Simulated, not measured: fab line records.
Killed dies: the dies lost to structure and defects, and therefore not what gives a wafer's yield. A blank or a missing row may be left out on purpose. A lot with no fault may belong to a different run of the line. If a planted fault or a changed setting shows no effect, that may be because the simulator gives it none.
Struck lot and sound lot, side by side	flow sky130	17 steps out of a route of 708
Sound: these wafers, L795.1, L795.2, L795.5. Struck: wafers L805.2, L805.3, L805.6. The cause comes at the end.
Order at every step that has rows: each side's tool, ch and its chambers, its first start. Under that, the readings that differ: sound wafers	struck wafers	difference of the means	sigmas: that difference in standard deviations of wafers without a fault.
alike: readings with means less than 2 such deviations apart, plus words and numbers identical on both sides. not compared: withheld readings, readings lacking a value on some wafer, bounds such as >300 that could conceal the same value, and numbers that have no deviation in the record and whose values overlap.
Wherever a step has rows on one side only, a row that says differs or no value, or a row with sigmas, the two part there. Non-overlapping numbers with no deviation appear without sigmas and do not part them. A reading missing from all wafers of one side parts the sides only when that side holds two or more wafers.

first, 3 steps without rows for these wafers: SKY_SONOS_ONO_WET_ETCH_18 (etches Si3N4 in H3PO4, target depth 15 nm, time 172 s); SKY_GATE_OXIDE_CLEAN_00 (cleans in SC1/SC2, time 150 s); SKY_GATE_OXIDE_OXIDATION_01 (stabilise 600 s, purge 300 s, target thk 10.268 nm).
SKY_GATE_OXIDE_THK_MEAS_02:
  sound on film-metro-04 at day 13 19:14; struck on film-metro-03 at day 16 21:28
  alike: GATE_OXIDE_OXIDATION_00_THK
then, 7 steps without rows for these wafers: SKY_GATE_OXIDE_DEHYDRATE_03 (time 60 s); SKY_GATE_OXIDE_HMDS_04 (prime time 60 s); SKY_GATE_OXIDE_COAT_05 (resist thk 1140 nm); SKY_GATE_OXIDE_SOFTBAKE_06 (time 60 s); SKY_GATE_OXIDE_EXPOSE_07 (exposes mask LVOM, target cd 600 nm); SKY_GATE_OXIDE_PEB_08; SKY_GATE_OXIDE_DEVELOP_09 (develop time 60 s).
SKY_GATE_OXIDE_OVL_MEAS_10:
  sound on overlay-02 at day 14 20:19; struck on overlay-01 at day 18 02:19
  alike: GATE_OXIDE_OVL
SKY_GATE_OXIDE_IMPLANT_11:
  sound on implanter-02 ch 0, day 14 20:21; struck on implanter-02 ch 0, day 18 02:22
reading	sound	struck	difference	sigmas
beam-energy-keV	10.003 10.004 10.001	8.916 8.921 8.921	-1.083	-99 or more
model.implant.rp-nm (nm)	32.24 32.24 32.24	29.98 29.98 29.98	-2.26	
model.implant.drp-nm (nm)	17.11 17.11 17.11	15.8 15.8 15.8	-1.3	
then, 1 step without rows for these wafers: SKY_GATE_OXIDE_WET_ETCH_12 (etches SiO2 in dHF, target depth 16.8 nm, time 336 s).
SKY_GATE_OXIDE_STRIP_13: strips in O2/N2.
  sound on plasma-asher-02 ch 0,1, day 14 20:36; struck on plasma-asher-02 ch 0,1, day 18 02:37
  alike: drypump-motor-current-A, oes-product-au, strip-time-to-endpoint-s
  not compared: rf-hours-counter-h
SKY_GATE_OXIDE_TW_MEAS_14:
  sound on film-metro-01 at day 14 20:42; struck on film-metro-04 at day 18 02:57
reading	sound	struck	difference	sigmas
GATE_OXIDE_TW	224.7 224.7 225.0	216.9 217.9 216.6	-7.7	-6
  not compared: hold
-- the record jumps here: 31 days lie between the struck wafers' starts before and after (it left off in module GATE_OXIDE and takes up again in module PAD_OPEN, whose first step shown is number 708 of the route) --
SKY_PAD_OPEN_PROBE_99:
  sound on prober-01 at day 46 15:29; struck on prober-02 at day 48 19:43
reading	sound	struck	difference	sigmas
model.etest.pfet_01v8_lvt.off-log10-a-um	-9.016 -8.982 -9.209	-9.86 -9.725 -9.994	-0.79	
model.etest.pfet_01v8_lvt.vt-sat-v (V)	-0.4442 -0.4436 -0.4493	-0.4929 -0.495 -0.503	-0.0513	
model.etest.pfet_01v8_lvt.vt-v (V)	-0.5352 -0.5323 -0.5382	-0.5724 -0.5752 -0.58	-0.0406	
model.etest.pfet_01v8_lvt.vt-long-v (V)	-0.6536 -0.6498 -0.6537	-0.6847 -0.6867 -0.6914	-0.0352	
model.etest.pfet_01v8_lvt.body-rise-v (V)	-0.2045 -0.2013 -0.2019	-0.1957 -0.1952 -0.1961	+0.0069	
  alike: killed_at_M0_to_M3, killed_at_M4_up, killed-at-contacts, killed-at-front-end, killed-at-other, killed-dies, killed-open, killed-short

== WHERE THEY PART ==
Last at SKY_GATE_OXIDE_TW_MEAS_14 as far as this record goes, first at SKY_GATE_OXIDE_IMPLANT_11. Later steps at which nothing parts them and some readings are alike: SKY_PAD_OPEN_PROBE_99.

WHY: whatever the simulator had introduced
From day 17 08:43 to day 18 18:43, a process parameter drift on implanter-02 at SKY_GATE_OXIDE_IMPLANT_11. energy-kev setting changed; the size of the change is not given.
